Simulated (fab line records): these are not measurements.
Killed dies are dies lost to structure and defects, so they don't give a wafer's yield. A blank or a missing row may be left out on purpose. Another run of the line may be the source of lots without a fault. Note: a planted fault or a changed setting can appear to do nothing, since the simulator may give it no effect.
The tool behind it: which one?	flow sky130	30 wafers from 10 lots sampled at 4 of the route's 708 steps

WHAT EACH GAUGE READ, for each wafer
SKY_FIELD_ISO_THK_MEAS_04.
lot	measured	on	FIELD_ISO_CVD_03_THK (nm)
L665	day 2 16:28	filmMetro-02	164.8 164.1 163.8
L666	day 2 20:49	filmMetro-02	166.7 165.8 166.1
L667	day 3 03:05	filmMetro-01	167.9 167.0 167.9
L668	day 3 05:29	filmMetro-03	166.6 167.1 168.3
L672	day 4 02:57	filmMetro-02	163.6 163.6 163.9
L677	day 5 02:53	filmMetro-01	164.9 164.7 165.6
L679	day 5 12:30	filmMetro-03	165.5 166.0 166.0
L680	day 5 17:53	filmMetro-01	164.2 164.4 163.3
L682	day 6 03:29	filmMetro-01	163.2 164.5 165.1
L683	day 6 09:02	filmMetro-02	167.8 167.7 168.0

SKY_POLY_GATE_THK_MEAS_21.
lot	measured	on	POLY_GATE_OXIDATION_THK (nm)
L665	day 18 14:14	filmMetro-01	4.19 4.22 4.16
L666	day 19 02:36	filmMetro-03	3.99 4.01 4.14
L667	day 19 11:18	filmMetro-01	4.14 4.03 4.04
L668	day 19 13:54	filmMetro-04	4.04 4.02 4.08
L672	day 21 06:34	filmMetro-03	4.00 3.94 3.94
L677	day 22 20:33	filmMetro-03	5.86 5.81 5.81 5.84 5.81 5.83
L679	day 23 14:46	filmMetro-04	5.88 5.90 5.95 5.82 5.91 5.94
L680	day 23 20:24	filmMetro-04	5.84 6.01 5.95 5.91 6.00 5.96
L682	day 24 13:13	filmMetro-03	4.09 4.08 4.04
L683	day 24 21:38	filmMetro-04	4.00 3.91 4.09

WHICH TOOL RAN EACH LOT (tool, then ch and the chambers of the sampled wafers, then the start)
lot	SKY_NWELL_STRIP_14	SKY_POLY_GATE_OXIDATION_20
L665	plasmaAsher-04 ch 0,1, day 5 19:59	furnace-01 ch 0, day 18 12:59
L666	plasmaAsher-01 ch 0,1, day 6 02:17	furnace-01 ch 0, day 19 01:21
L667	plasmaAsher-01 ch 0,1, day 6 11:31	furnace-02 ch 0, day 19 10:02
L668	plasmaAsher-02 ch 0,1, day 6 12:17	furnace-01 ch 0, day 19 12:39
L672	plasmaAsher-02 ch 0,1, day 7 11:59	furnace-02 ch 0, day 21 05:19
L677	plasmaAsher-04 ch 0,1, day 8 16:35	furnace-02 ch 0, day 22 19:18
L679	plasmaAsher-02 ch 0,1, day 9 05:50	furnace-02 ch 0, day 23 13:30
L680	plasmaAsher-02 ch 0,1, day 9 10:14	furnace-02 ch 0, day 23 19:08
L682	plasmaAsher-01 ch 0,1, day 9 21:38	furnace-01 ch 0, day 24 11:57
L683	plasmaAsher-01 ch 0,1, day 10 04:23	furnace-01 ch 0, day 24 20:22
- SKY_NWELL_STRIP_14: strips in O2/N2.
- SKY_POLY_GATE_OXIDATION_20: stabilise 600 s, purge 300 s, target thk 4 nm.

WHAT THE TOOLS THEMSELVES READ (means of the sampled wafers that have a number; where no wafer has one, the mark that the record gives instead)
SKY_NWELL_STRIP_14.
lot	tool	drypumpMotorCurrentA (A)	n2FlowSccm (sccm)	oesProductAu (a.u.)	stripTimeToEndpointS (s)
L665	plasmaAsher-04	5.2	300.6	0.721	36.96
L666	plasmaAsher-01	5.8	299.9	0.723	36.85
L667	plasmaAsher-01	5.9	299.5	0.725	36.89
L668	plasmaAsher-02	5.9	299.5	0.726	37.07
L672	plasmaAsher-02	5.9	300.4	0.721	36.92
L677	plasmaAsher-04	5.3	300.8	0.721	36.94
L679	plasmaAsher-02	5.8	300.6	0.721	36.77
L680	plasmaAsher-02	5.9	300.3	0.722	36.95
L682	plasmaAsher-01	5.9	299.4	0.720	36.95
L683	plasmaAsher-01	5.9	300.8	0.723	37.18

SKY_POLY_GATE_OXIDATION_20.
lot	tool	spikeTcBottomC (C)	spikeTcCentreC (C)	spikeTcLowerC (C)	spikeTcTopC (C)	spikeTcUpperC (C)	zonePowerBottomPct (%)	zonePowerCentrePct (%)	zonePowerLowerPct (%)	zonePowerUpperPct (%)
L665	furnace-01	867.6	849.2	851.2	861.0	848.9	26.4	14.8	15.3	16.7
L666	furnace-01	867.7	849.6	850.7	859.6	848.9	26.3	14.7	15.3	16.7
L667	furnace-02	864.1	848.6	850.3	862.3	847.7	26.6	18.1	18.1	16.3
L668	furnace-01	866.6	849.9	851.1	861.7	849.1	26.3	14.7	15.4	16.8
L672	furnace-02	864.3	849.8	851.0	860.7	847.7	26.4	17.9	18.2	16.2
L677	furnace-02	896.9	881.9	882.3	894.5	881.0	28.6	19.4	19.5	17.4
L679	furnace-02	895.6	880.8	882.8	894.4	880.1	28.8	19.5	19.6	17.6
L680	furnace-02	895.7	881.0	882.5	894.1	880.0	28.4	19.5	19.4	17.4
L682	furnace-01	867.3	850.0	850.9	860.4	848.4	26.4	14.8	15.2	16.6
L683	furnace-01	867.6	849.7	850.5	861.2	849.0	26.1	14.7	15.3	16.8

THE ANSWER, worked out from the rows above alone
Rule: the lots themselves supply what counts as usual. Put in order of their means at a reading, lots are off if they are a third of the lots or fewer, leave a main group of 4 or more, and stand apart from it by a gap of 3 or more times the standard deviation of the main group's means; of several such gaps the widest counts. A main group whose means are all the same, to the digits that the tables above print for the reading, isn't used. Also off: a lot with no number at a reading for which 4 or more lots have one. Where the step has rows for the other lots, those lots are counted as sound. After the gauges, taken in route order, come the tools' own readings; for these a lot's mean is taken, as printed above. At the first step where some lot is off, the reading lying furthest off is the one used; lots without a number count as furthest.
Off: L677, L679, L680, at SKY_POLY_GATE_THK_MEAS_21 (POLY_GATE_OXIDATION_THK). Main group: mean 4.05 nm, sd 0.066.
A tool fits if, at a process step before that reading, it ran every lot that is off, and no sound lot after the first of them. Not tried: the gauges at SKY_POLY_GATE_THK_MEAS_21; whatever is off there is also off at SKY_POLY_GATE_OXIDATION_20, on other tools, and gauge error can't account for it. One candidate fits, namely furnace-02 at SKY_POLY_GATE_OXIDATION_20. Its last sound lot is L672 (day 21 05:19), its first lot that is off L677 (day 22 19:18): a fault that began between those two fits.
The tool's own readings at SKY_POLY_GATE_OXIDATION_20 bear it out: on the lots that are off they differ by more than 5 times the standard deviation of the sound lots' means. spikeTcBottomC reads 896.1 C there against 866.5 C on the sound lots; spikeTcCentreC reads 881.2 C there against 849.5 C on the sound lots; spikeTcLowerC reads 882.5 C there against 850.8 C on the sound lots; spikeTcTopC reads 894.3 C there against 861.0 C on the sound lots; spikeTcUpperC reads 880.4 C there against 848.5 C on the sound lots; zonePowerBottomPct reads 28.6 % there against 26.4 % on the sound lots.

WHAT THE SIMULATOR PUT IN
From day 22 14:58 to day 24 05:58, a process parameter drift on furnace-02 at SKY_POLY_GATE_OXIDATION_20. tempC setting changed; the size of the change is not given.
Lots struck among those shown: L677, L679, L680. The rule above reached the same finding.
